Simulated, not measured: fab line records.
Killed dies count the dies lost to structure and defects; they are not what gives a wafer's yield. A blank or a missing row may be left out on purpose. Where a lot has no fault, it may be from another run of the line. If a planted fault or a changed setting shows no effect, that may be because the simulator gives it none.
Comparing a struck lot with a sound one -- flow sky130 -- 32 out of 708 route steps
Sound: the wafers L576.2, L576.5, L576.6. Wafers L587.2, L587.3, L587.4 were the ones struck. At the end, the cause is stated.
Each step with rows lists, per side, the tool, then ch with its chambers, then its first start. Under that, the readings that differ: sound wafers -- struck wafers -- difference of the means -- sigmas: that difference in standard deviations of wafers without a fault.
alike: words and numbers the same on both sides, and readings whose means are apart by under 2 such deviations; not compared: readings that were withheld, readings missing a value for some wafer, numbers with overlapping values and no deviation given by the record, and bounds like >300 which may hide the same value.
The two part at a step that has a row with sigmas, a row that says differs or no value, or rows on one side only. When numbers do not overlap yet have no deviation, they are printed without sigmas and do not part them. A reading missing from all wafers of one side parts the sides only when that side holds two or more wafers.

first, 4 steps without rows for these wafers: SKY_LOCAL_INTERCONNECT_SOFTBAKE_07 (time 90 s); SKY_LOCAL_INTERCONNECT_EXPOSE_08 (exposes mask LI1M, target cd 170 nm); SKY_LOCAL_INTERCONNECT_PEB_09; SKY_LOCAL_INTERCONNECT_DEVELOP_10 (develop time 57.24 s).
SKY_LOCAL_INTERCONNECT_CD_MEAS_11 targets a cd of 170 nm.
  sound: cdSem-02 at day 30 23:22; struck: cdSem-02 at day 34 12:08
  alike: cdNm
SKY_LOCAL_INTERCONNECT_OVL_MEAS_12:
  sound: overlay-02 at day 30 23:28; struck: overlay-01 at day 34 12:14
  alike: LOCAL_INTERCONNECT_OVL
then, 1 step without rows for these wafers: SKY_LOCAL_INTERCONNECT_ETCH_13 (etches BARC in N2/H2, stops on SiO2, time 45.9 s, target depth 60 nm).
SKY_LOCAL_INTERCONNECT_METAL_ETCH_14: etches TiN in Cl2/BCl3, stops on PSG, target depth 110 nm, time 31.4 s.
  sound on rieMetal-02 ch 0,1, day 30 23:34; struck on rieMetal-04 ch 0,1, day 34 12:20
  alike: drypumpMotorCurrentA, oesProductAu, throttleValvePct
  not compared: rfHoursCounterH
then, 4 steps without rows for these wafers: SKY_LOCAL_INTERCONNECT_STRIP_15 (strips in O2/N2); SKY_LOCAL_INTERCONNECT_STRIP_16 (strips in post etch residue remover, time 1200 s); SKY_LOCAL_INTERCONNECT_CLEAN_17 (cleans in IPA, time 180 s); SKY_LOCAL_INTERCONNECT_CLEAN_18 (cleans in O3/DIW).
SKY_CONTACT_CVD_00: deposits Si3N4, target thk 75 nm.
  sound on pecvd-01 ch 0,2, day 31 00:12; struck on pecvd-01 ch 0,1,2, day 34 12:59
  no value came back on the struck wafers for heaterPowerOuterW (W), heaterPowerW (W); on the sound wafers heaterPowerOuterW (W) reads 439 429 304
then, 1 step without rows for these wafers: SKY_CONTACT_HDPCVD_02 (deposits SiO2, target thk 565 nm, time 94.2 s).
SKY_CONTACT_THK_MEAS_03:
  sound: filmMetro-02 at day 31 00:22; struck: filmMetro-02 at day 34 13:10
  alike: CONTACT_HDPCVD_THK
SKY_CONTACT_CMP_04: polishes SiO2.
  sound on cmp-02 ch 0,1, day 31 00:25; struck on cmp-02 ch 0,1,3, day 34 13:13
  alike: motorCurrentA, platenRpm, slurryFilterDpKPa
SKY_CONTACT_BOW_MEAS_05:
  sound: filmMetro-04 at day 31 00:44; struck: filmMetro-04 at day 34 13:32
  alike: CONTACT_BOW
then, 8 steps without rows for these wafers: SKY_CONTACT_DEHYDRATE_06 (time 60 s); SKY_CONTACT_HMDS_07 (prime time 60 s); SKY_CONTACT_COAT_08 (resist thk 60 nm); SKY_CONTACT_COAT_09 (resist thk 450 nm); SKY_CONTACT_SOFTBAKE_10 (time 90 s); SKY_CONTACT_EXPOSE_11 (exposes mask CTM1, target cd 170 nm); SKY_CONTACT_PEB_12; SKY_CONTACT_DEVELOP_13 (develop time 60 s).
SKY_CONTACT_CD_MEAS_14 targets a cd of 170 nm.
  sound: cdSem-02 at day 32 03:57; struck: cdSem-02 at day 35 15:10
  alike: cdNm
SKY_CONTACT_OVL_MEAS_15:
  sound: overlay-01 at day 32 04:04; struck: overlay-02 at day 35 15:16
  alike: CONTACT_OVL
SKY_CONTACT_ETCH_16: etches BARC in N2/H2, stops on SiO2, time 45.9 s, target depth 60 nm.
  sound on rieDiel-02 ch 0,3, day 32 04:05; struck on rieDiel-03 ch 0,1,2, day 35 15:17
  alike: drypumpMotorCurrentA, oesProductAu, throttleValvePct
  not compared: rfHoursCounterH
SKY_CONTACT_ETCH_17: etches SiO2 in C4F8/O2/Ar, stops on Si3N4, target depth 340 nm.
  sound on rieDiel-02 ch 0,3, day 32 04:08; struck on rieDiel-03 ch 0,1,2, day 35 15:20
  alike: oesProductAu
SKY_CONTACT_ETCH_18: etches Si3N4 in CHF3/O2, stops on TiN, time 39 s, target depth 75 nm.
  sound on rieDiel-02 ch 0,3; struck on rieDiel-03 ch 0,1,2
reading,sound,struck,difference,sigmas
oesProductAu (a.u.),0.863 0.862 0.856,0.372 0.370 0.373,-0.489,-68
throttleValvePct (%),8.812 8.803 8.806,8.664 8.672 8.677,-0.136,-14
model.etch.depthNm (nm),75.65 76.35 75.68,0 0 0,-76,
  alike: drypumpMotorCurrentA
  not compared: rfHoursCounterH
SKY_CONTACT_STRIP_19: strips in O2/N2.
  sound on plasmaAsher-01 ch 0,1, day 32 04:13; struck on plasmaAsher-02 ch 0,1, day 35 15:26
  alike: drypumpMotorCurrentA, oesProductAu, stripTimeToEndpointS
  not compared: rfHoursCounterH
-- the record jumps here: 13 days lie between the struck wafers' starts before and after (it left off in module CONTACT and takes up again in module PAD_OPEN, whose first step shown is number 708 of the route) --
SKY_PAD_OPEN_PROBE_99:
  sound: prober-01 at day 46 01:57; struck: prober-02 at day 48 15:49
reading,sound,struck,difference,sigmas
model.etest.met1Comb.overLimit,0 0 0,1 1 1,+1,
  alike: killed_at_M0_to_M3, killed_at_M4_up, killedAtContacts, killedAtFrontEnd, killedAtOther, killedDies, killedOpen, killedShort

## WHERE THEY PART
Last at SKY_CONTACT_ETCH_18 as far as this record goes, first at SKY_CONTACT_CVD_00. Later steps at which nothing parts them and some readings are alike: SKY_CONTACT_STRIP_19, SKY_PAD_OPEN_PROBE_99.

WHY: what the simulator had put in
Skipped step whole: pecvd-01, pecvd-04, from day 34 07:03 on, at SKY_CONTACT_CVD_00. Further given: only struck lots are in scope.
